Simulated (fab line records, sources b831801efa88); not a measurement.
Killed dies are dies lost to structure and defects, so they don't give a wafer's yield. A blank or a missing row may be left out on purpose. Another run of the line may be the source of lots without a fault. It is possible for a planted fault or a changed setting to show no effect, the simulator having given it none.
The tool behind it: which one? :: flow sky130 :: 24 lots, 72 wafers sampled, at 2 steps of a route of 708

== WHAT THE GAUGES READ, wafer by wafer ==
SKY_FIELD_ISO_THK_MEAS_23. Usual: for FIELD_ISO_OXIDATION_01_THK the level is 9.93 nm and the standard deviation is 0.17.
lot: L074
measured: day 2 08:35
on: film-metro-04
FIELD_ISO_OXIDATION_01_THK (nm): 10.24 10.07 10.37
flag: 

lot: L075
measured: day 2 11:27
on: film-metro-01
FIELD_ISO_OXIDATION_01_THK (nm): 9.93 9.83 9.76
flag: 

lot: L076
measured: day 2 17:32
on: film-metro-04
FIELD_ISO_OXIDATION_01_THK (nm): 9.75 9.65 9.59
flag: 

lot: L077
measured: day 3 01:22
on: film-metro-04
FIELD_ISO_OXIDATION_01_THK (nm): 10.01 9.73 9.91
flag: 

lot: L078
measured: day 3 06:34
on: film-metro-01
FIELD_ISO_OXIDATION_01_THK (nm): 9.77 9.81 9.70
flag: 

lot: L079
measured: day 3 10:28
on: film-metro-02
FIELD_ISO_OXIDATION_01_THK (nm): 9.95 10.13 9.99
flag: 

lot: L080
measured: day 3 15:59
on: film-metro-04
FIELD_ISO_OXIDATION_01_THK (nm): 9.89 9.72 9.80
flag: 

lot: L081
measured: day 3 19:37
on: film-metro-01
FIELD_ISO_OXIDATION_01_THK (nm): 10.02 10.07 9.86
flag: 

lot: L082
measured: day 3 23:29
on: film-metro-01
FIELD_ISO_OXIDATION_01_THK (nm): 9.84 10.07 10.03
flag: 

lot: L083
measured: day 4 08:47
on: film-metro-01
FIELD_ISO_OXIDATION_01_THK (nm): 9.92 9.89 9.79
flag: 

lot: L084
measured: day 4 11:30
on: film-metro-02
FIELD_ISO_OXIDATION_01_THK (nm): 9.95 9.93 9.82
flag: 

lot: L085
measured: day 4 18:10
on: film-metro-01
FIELD_ISO_OXIDATION_01_THK (nm): 9.86 9.90 9.82
flag: 

lot: L086
measured: day 4 20:52
on: film-metro-01
FIELD_ISO_OXIDATION_01_THK (nm): 9.99 9.78 9.97
flag: 

lot: L087
measured: day 5 05:11
on: film-metro-01
FIELD_ISO_OXIDATION_01_THK (nm): 10.25 10.10 10.09
flag: 

lot: L088
measured: day 5 10:47
on: film-metro-02
FIELD_ISO_OXIDATION_01_THK (nm): 9.77 9.79 9.79
flag: 

lot: L089
measured: day 5 16:05
on: film-metro-04
FIELD_ISO_OXIDATION_01_THK (nm): 9.89 9.92 9.85
flag: 

lot: L090
measured: day 5 17:47
on: film-metro-04
FIELD_ISO_OXIDATION_01_THK (nm): 9.77 9.69 9.63
flag: 

lot: L091
measured: day 6 00:41
on: film-metro-04
FIELD_ISO_OXIDATION_01_THK (nm): 9.76 9.92 9.73
flag: 

lot: L092
measured: day 6 07:11
on: film-metro-04
FIELD_ISO_OXIDATION_01_THK (nm): 10.12 10.05 9.98
flag: 

lot: L093
measured: day 6 13:06
on: film-metro-04
FIELD_ISO_OXIDATION_01_THK (nm): 10.24 10.16 10.18
flag: 

lot: L094
measured: day 6 17:49
on: film-metro-02
FIELD_ISO_OXIDATION_01_THK (nm): 10.01 9.89 9.92
flag: 

lot: L095
measured: day 6 23:24
on: film-metro-04
FIELD_ISO_OXIDATION_01_THK (nm): 10.06 10.38 10.19
flag: 

lot: L096
measured: day 7 01:34
on: film-metro-02
FIELD_ISO_OXIDATION_01_THK (nm): 10.00 10.13 10.13
flag: 

lot: L097
measured: day 7 06:28
on: film-metro-02
FIELD_ISO_OXIDATION_01_THK (nm): 9.96 9.83 10.09
flag: 

SKY_SONOS_ONO_THK_MEAS_05. Usual: for SONOS_ONO_CVD_04_THK the level is 5.74 nm and the standard deviation is 0.12.
lot: L074
measured: day 11 17:00
on: film-metro-04
SONOS_ONO_CVD_04_THK (nm): 5.66 5.63 5.49
flag: 

lot: L075
measured: day 12 01:14
on: film-metro-01
SONOS_ONO_CVD_04_THK (nm): 5.77 5.85 5.74
flag: 

lot: L076
measured: day 12 10:33
on: film-metro-04
SONOS_ONO_CVD_04_THK (nm): 5.71 5.78 5.88
flag: 

lot: L077
measured: day 12 17:14
on: film-metro-04
SONOS_ONO_CVD_04_THK (nm): 5.64 5.66 5.59
flag: 

lot: L078
measured: day 13 06:22
on: film-metro-02
SONOS_ONO_CVD_04_THK (nm): 5.58 5.56 5.58
flag: 

lot: L079
measured: day 13 09:10
on: film-metro-01
SONOS_ONO_CVD_04_THK (nm): 5.97 5.98 5.91
flag: 

lot: L080
measured: day 13 19:46
on: film-metro-04
SONOS_ONO_CVD_04_THK (nm): 5.75 5.85 5.83
flag: 

lot: L081
measured: day 14 01:37
on: film-metro-04
SONOS_ONO_CVD_04_THK (nm): 5.79 5.68 5.73
flag: 

lot: L082
measured: day 14 06:36
on: film-metro-04
SONOS_ONO_CVD_04_THK (nm): 5.51 5.61 5.64
flag: 

lot: L083
measured: day 14 19:43
on: film-metro-02
SONOS_ONO_CVD_04_THK (nm): 5.58 5.64 5.76
flag: 

lot: L084
measured: day 15 02:59
on: film-metro-01
SONOS_ONO_CVD_04_THK (nm): 5.78 5.75 5.63
flag: 

lot: L085
measured: day 15 11:27
on: film-metro-04
SONOS_ONO_CVD_04_THK (nm): 5.60 5.64 5.70
flag: 

lot: L086
measured: day 15 21:31
on: film-metro-02
SONOS_ONO_CVD_04_THK (nm): 5.66 5.69 5.65
flag: 

lot: L087
measured: day 16 13:53
on: film-metro-01
SONOS_ONO_CVD_04_THK (nm): 5.76 5.70 5.80
flag: 

lot: L088
measured: day 16 16:43
on: film-metro-02
SONOS_ONO_CVD_04_THK (nm): 5.70 5.79 5.79
flag: 

lot: L089
measured: day 17 03:59
on: film-metro-04
SONOS_ONO_CVD_04_THK (nm): 5.63 5.64 5.74
flag: 

lot: L090
measured: day 17 03:59
on: film-metro-02
SONOS_ONO_CVD_04_THK (nm): 5.62 5.75 5.65
flag: 

lot: L091
measured: day 17 09:22
on: film-metro-04
SONOS_ONO_CVD_04_THK (nm): 5.75 5.74 5.81
flag: 

lot: L092
measured: day 17 18:51
on: film-metro-04
SONOS_ONO_CVD_04_THK (nm): 5.73 5.81 5.83
flag: 

lot: L093
measured: day 18 04:40
on: film-metro-02
SONOS_ONO_CVD_04_THK (nm): 5.50 5.56 5.53
flag: 

lot: L094
measured: day 18 09:31
on: film-metro-02
SONOS_ONO_CVD_04_THK (nm): 5.83 5.97 5.97
flag: 

lot: L095
measured: day 18 18:34
on: film-metro-02
SONOS_ONO_CVD_04_THK (nm): 5.85 5.94 5.83
flag: 

lot: L096
measured: day 19 00:15
on: film-metro-04
SONOS_ONO_CVD_04_THK (nm): 5.73 5.87 5.83
flag: 

lot: L097
measured: day 19 06:33
on: film-metro-04
SONOS_ONO_CVD_04_THK (nm): 5.84 5.86 5.97
flag: 

== WHAT TOOL EACH LOT RAN ON (gives the tool, then ch and the chambers of the sampled wafers, and finally the start) ==
The record holds no process step before these readings.

== AS READ BY THE TOOLS THEMSELVES (means over the sampled wafers that have a number; for cases with no such wafer, the mark the record gives instead) ==
The record holds no such reading with a usual standard deviation.

== THE ANSWER, worked out from the rows above alone ==
Rule: a lot is off if the mean of its wafers that have a number lies more than 3 standard deviations from the usual mean. A lot without any number at a reading at which 4 lots or more have one is off too. Any other lot the step has rows for is counted as sound. The gauges are gone through in route order, then the tools' own readings, and for those a lot's mean is taken as printed above. The first step at which some lot is off is used, and at that step the reading that is off furthest; a lot without a number counts as furthest.
No lot is off at any reading shown: from this, nothing can be told.

== WHAT HAD BEEN PUT IN BY THE SIMULATOR ==
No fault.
